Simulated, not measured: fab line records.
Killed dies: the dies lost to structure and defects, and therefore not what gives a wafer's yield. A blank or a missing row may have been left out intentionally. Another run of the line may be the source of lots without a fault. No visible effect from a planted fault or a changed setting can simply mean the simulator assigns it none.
Code-filled problem report in 8D (eight disciplines) form -- flow gf180mcu -- the parts of the form that need people (team, actions taken, sign-off) are left out

## 1. THE ISSUE
Across 6 wafers from 2 lots, HV_LDD_4_TW at GF_HV_LDD_TW_MEAS_50 averages 496, while fault-free wafers read 567 with a standard deviation of 4.8. That is -15 standard deviations from the usual mean.
First seen on wafer L199.1, day 15 10:03, on film-metro-01. Wafers with a number at this step in the record: 36, from 12 lots. The rule behind "out" and "out of limits": a value lying over 4 standard deviations away from the usual mean. Any other wafer with a number is counted as sound.

## 2. WHAT THIS IS AND IS NOT
question,is,is not
which readings at this step,HV_LDD_4_TW,-
which lots,"L199, L200","L192, L194, L195, L196, L197, L198, L209, L210, L211, L213"
which wafers of those lots,all that have a number,-
read on which gauges,film-metro-01,"film-metro-02, film-metro-03"
when,from day 15 10:03,"up to then (18 sound wafers); but 12 sound wafers of L209, L210, L211, L213 came after"

## 3. WHAT RULES OUT EACH SUSPECT
Counting: a tool stays on the suspect list if, at a process step up to the reading, it processed all lots that are out and no sound lot following the first of them.
- ruled out: the gauge at GF_HV_LDD_TW_MEAS_50. All the wafers that are out were read on film-metro-01, but those of them that GF_HV_LDD_IMPLANT_48 has rows for are out there too, on other tools.
- plasma-asher-01 at GF_HV_LDD_STRIP_22 (strips in O2/N2): ruled out as a lasting fault. Sound lots L209, L213 ran on it after its first lot that is out, L199 (day 13 14:46).
- implanter-03 at GF_HV_LDD_IMPLANT_48: ruled out as a lasting fault. Sound lots L210, L211, L213 ran on it after its first lot that is out, L199 (day 15 09:48).
Left after counting: nothing in the record.

## 4. THE CAUSE (what the simulator had put in)
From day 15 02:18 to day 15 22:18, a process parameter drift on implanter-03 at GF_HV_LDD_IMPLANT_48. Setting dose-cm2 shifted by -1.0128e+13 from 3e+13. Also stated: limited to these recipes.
Counting ruled it out, wrongly: the rule takes a fault to strike every lot that its tool runs from its start on, and this one did not.

## 5. THE CHAIN OF EFFECTS, in route order
Each row: a reading where the mean over the struck wafers with a number is more than 3 standard deviations away from the usual. Scope: only readings with a usual standard deviation given in the record; hours: median across lots of the time from each lot's start at the first step in this table that gives one to its start at this step; sigmas: change in usual standard deviations.
hours,step,reading,usual,on struck wafers,change,sigmas
0,GF_HV_LDD_IMPLANT_48,dose-ions-cm2,2.9999e+13,1.9865e+13,-1.0134e+13,-99 or more
0,GF_HV_LDD_IMPLANT_48,faraday-current-uA,169,112,-56,-15
0,GF_HV_LDD_TW_MEAS_50,HV_LDD_4_TW,567,496,-71,-15
Here are the process steps it includes:
- GF_HV_LDD_IMPLANT_48

## 6. WHAT WOULD HAVE CAUGHT IT SOONER
The first out-of-limits reading at a measuring or inspecting step in this record came at day 15 10:03, 8 hours after the fault's start at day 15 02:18.
At GF_HV_LDD_IMPLANT_48, the tool's own readings (dose-ions-cm2, faraday-current-uA) were out on each struck wafer the step has a row for, so an alarm limit on them would have fired on the first such wafer.
